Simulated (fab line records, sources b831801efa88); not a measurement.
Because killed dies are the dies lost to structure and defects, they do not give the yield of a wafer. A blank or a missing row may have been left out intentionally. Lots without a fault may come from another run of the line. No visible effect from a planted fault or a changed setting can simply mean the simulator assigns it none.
One fault seen from 2 desks :: flow gf180mcu :: each desk holds nothing but its own numbers, with what lay behind them at the end

FROM THE METROLOGY DESK
Means of the sampled wafers that have a number, per lot and without regard to the tool the lot ran on: this is what the gauges read. Any lot whose mean is over 4 standard deviations away from the usual mean is out of limits and marked OUT; that distance is given in the brackets.
Columns: A = DUAL_GATE_OXIDATION_00_THK at GF_DUAL_GATE_THK_MEAS_03, usual 10.82 nm; B = HV_LDD_OVL at GF_HV_LDD_OVL_MEAS_08, usual 0.1 nm; C = SAB_CVD_00_THK at GF_SAB_THK_MEAS_01, usual 50.2 nm
lot: L702
first seen here: day 7 13:45
A: 10.95
B: 0.5
C: 50.7

lot: L703
first seen here: day 8 00:07
A: 10.92
B: -0.5
C: 49.4

lot: L705
first seen here: day 8 10:34
A: 10.93
B: 0.7
C: 50.2

lot: L707
first seen here: day 9 01:23
A: 10.80
B: 0.4
C: 49.8

lot: L709
first seen here: day 9 15:58
A: 10.87
B: 0.7
C: 50.6

lot: L710
first seen here: day 9 22:45
A: 10.62
B: 0.2
C: 50.1

lot: L711
first seen here: day 10 02:22
A: 10.87
B: 1.9
C: 50.3

lot: L712
first seen here: day 10 10:51
A: 10.58
B: -0.1
C: 49.5

lot: L713
first seen here: day 10 17:00
A: 10.93
B: -0.4
C: 50.3

lot: L714
first seen here: day 11 00:04
A: 11.29
B: -0.8
C: 49.9

lot: L721
first seen here: day 13 02:43
A: 10.76
B: 0.9
C: 54.6 (+7.8) OUT

lot: L722
first seen here: day 13 07:41
A: 10.73
B: 0.6
C: 54.3 (+7.2) OUT

lot: L724
first seen here: day 13 18:38
A: 10.92
B: 1.5
C: 50.7

lot: L725
first seen here: day 14 06:17
A: 10.80
B: 1.9
C: 49.9
This desk's finding: out of limits on L721, L722; first on L721, day 21 02:45 (SAB_CVD_00_THK at GF_SAB_THK_MEAS_01). Within limits: L702, L703, L705, L707, L709, L710, L711, L712, L713, L714, L724, L725.

AT THE TOOL OWNER'S DESK: pecvd-01
The tool's own readings at GF_SAB_CVD_00 (deposits SiO2 from TEOS, target thk 50 nm, time 4.9302 s): means of the sampled wafers that have a number, for each lot that ran on this tool. Any lot whose mean is over 4 standard deviations away from the usual mean is out of limits and marked OUT; that distance is given in the brackets.
Columns: A = heaterPowerW at GF_SAB_CVD_00, usual 641 W; B = susceptorTempC at GF_SAB_CVD_00, usual 400.00 C
lot: L707
first seen here: day 16 03:02
A: 618
B: 399.97

lot: L713
first seen here: day 18 03:38
A: 642
B: 399.93

lot: L721
first seen here: day 21 02:44
A: 643
B: 399.96

lot: L722
first seen here: day 21 09:44
A: 560
B: 400.15
This desk found nothing out of limits on any of the 4 lots.

PUT TOGETHER
An alarm was possible from the metrology desk at day 21 02:45, on L721, L722.
The desk of the tool owner found nothing out of limits.
On record at the tool owner's desk: L721, L722, within its limits.
On pecvd-01, each named lot ran GF_SAB_CVD_00.

WHAT THE SIMULATOR HAD PUT IN
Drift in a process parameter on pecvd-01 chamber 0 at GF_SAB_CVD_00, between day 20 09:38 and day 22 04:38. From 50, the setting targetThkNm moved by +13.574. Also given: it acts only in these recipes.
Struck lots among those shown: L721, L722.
Time in hours between the start of the fault and the first out-of-limits reading at each desk: metrology desk, 17.
